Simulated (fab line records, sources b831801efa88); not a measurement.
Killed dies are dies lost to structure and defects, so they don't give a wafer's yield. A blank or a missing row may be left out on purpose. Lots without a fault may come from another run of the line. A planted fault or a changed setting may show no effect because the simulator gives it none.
One fault seen from 2 desks | flow sky130 | each desk has only its own numbers; what lay behind them comes last

THE METROLOGY DESK
What the gauges read, lot by lot, whatever tool the lot ran on: means of the sampled wafers that have a number. A lot is out of limits, marked OUT, if its mean lies more than 4 standard deviations from the usual mean; the brackets give that distance.
Columns: A = cd_nm at SKY_SONOS_ONO_CD_MEAS_13, usual 410.1 nm; B = cd_nm at SKY_POLY_GATE_CD_MEAS_13, usual 150.1 nm
lot  | first seen here | A     | B
L333 | day 14 20:26    | 411.8 | 149.6
L335 | day 14 22:19    | 409.8 | 149.1
L334 | day 14 22:27    | 409.5 | 150.1
L338 | day 15 01:01    | 409.4 | 151.1
L340 | day 15 02:47    | 411.7 | 150.5
L343 | day 21 04:26    | 410.0 | 150.1
L348 | day 21 20:52    | 409.8 | 150.8
L347 | day 21 22:38    | 413.9 | 149.6
L345 | day 22 01:07    | 409.5 | 149.7
L352 | day 22 06:10    | 411.6 | 150.3
L351 | day 22 08:40    | 408.6 | 150.9
This desk's finding: nothing out of limits on any of the 11 lots.

THE TOOL OWNER'S DESK: rie_si-01
The tool's own readings at SKY_POLY_GATE_ETCH_17 (etches poly-Si in HBr/Cl2, stops on SiO2, target depth 180 nm, time 70.5 s): means of the sampled wafers that have a number, for each lot that ran on this tool. A lot is out of limits, marked OUT, if its mean lies more than 4 standard deviations from the usual mean; the brackets give that distance.
Columns: A = chamber_pressure_mTorr at SKY_POLY_GATE_ETCH_17, usual 10.000 mTorr; B = drypump_motor_current_A at SKY_POLY_GATE_ETCH_17, usual 5.9 A; C = oes_product_au at SKY_POLY_GATE_ETCH_17, usual 0.979 a.u.; D = run_length_s at SKY_POLY_GATE_ETCH_17, usual 98.7 s; E = throttle_valve_pct at SKY_POLY_GATE_ETCH_17, usual 33.684 %
lot  | first seen here | A      | B   | C                | D                | E
L333 | day 18 19:19    | 9.995  | 6.1 | 0.979            | 98.5             | 33.677
L334 | day 18 23:22    | 9.994  | 5.9 | 0.978            | 98.6             | 33.681
L338 | day 19 02:26    | 9.997  | 6.3 | 0.936 (-4.9) OUT | 103.5 (+9.4) OUT | 33.685
L340 | day 19 07:26    | 10.000 | 5.9 | 0.942 (-4.2) OUT | 104.3 (+11) OUT  | 33.681
L343 | day 25 06:47    | 10.007 | 5.9 | 0.976            | 99.0             | 33.678
L348 | day 25 22:53    | 9.998  | 6.1 | 0.979            | 98.7             | 33.687
L347 | day 26 03:04    | 10.001 | 6.1 | 0.979            | 98.3             | 33.691
L345 | day 26 05:05    | 10.000 | 6.1 | 0.968            | 98.5             | 33.687
L352 | day 26 10:08    | 10.004 | 6.1 | 0.977            | 98.5             | 33.684
This desk's finding: out of limits on L338, L340; first on L338, day 19 02:26 (oes_product_au at SKY_POLY_GATE_ETCH_17). In limits: L333, L334, L343, L348, L347, L345, L352.

PUT TOGETHER
The tool owner's desk could have raised an alarm at day 19 02:26, on L338, L340.
The metrology desk saw nothing out of limits.
The metrology desk has L338, L340 on record, within its limits.
Of the lots named, all ran SKY_POLY_GATE_ETCH_17 on rie_si-01.

WHAT THE SIMULATOR HAD PUT IN
Process parameter drift: rie_si-01, from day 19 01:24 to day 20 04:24, at SKY_POLY_GATE_ETCH_17. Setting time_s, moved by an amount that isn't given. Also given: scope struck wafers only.
Lots struck among those shown: L338, L340.
Hours from the fault's start to each desk's first reading out of limits: the tool owner's desk, 1.
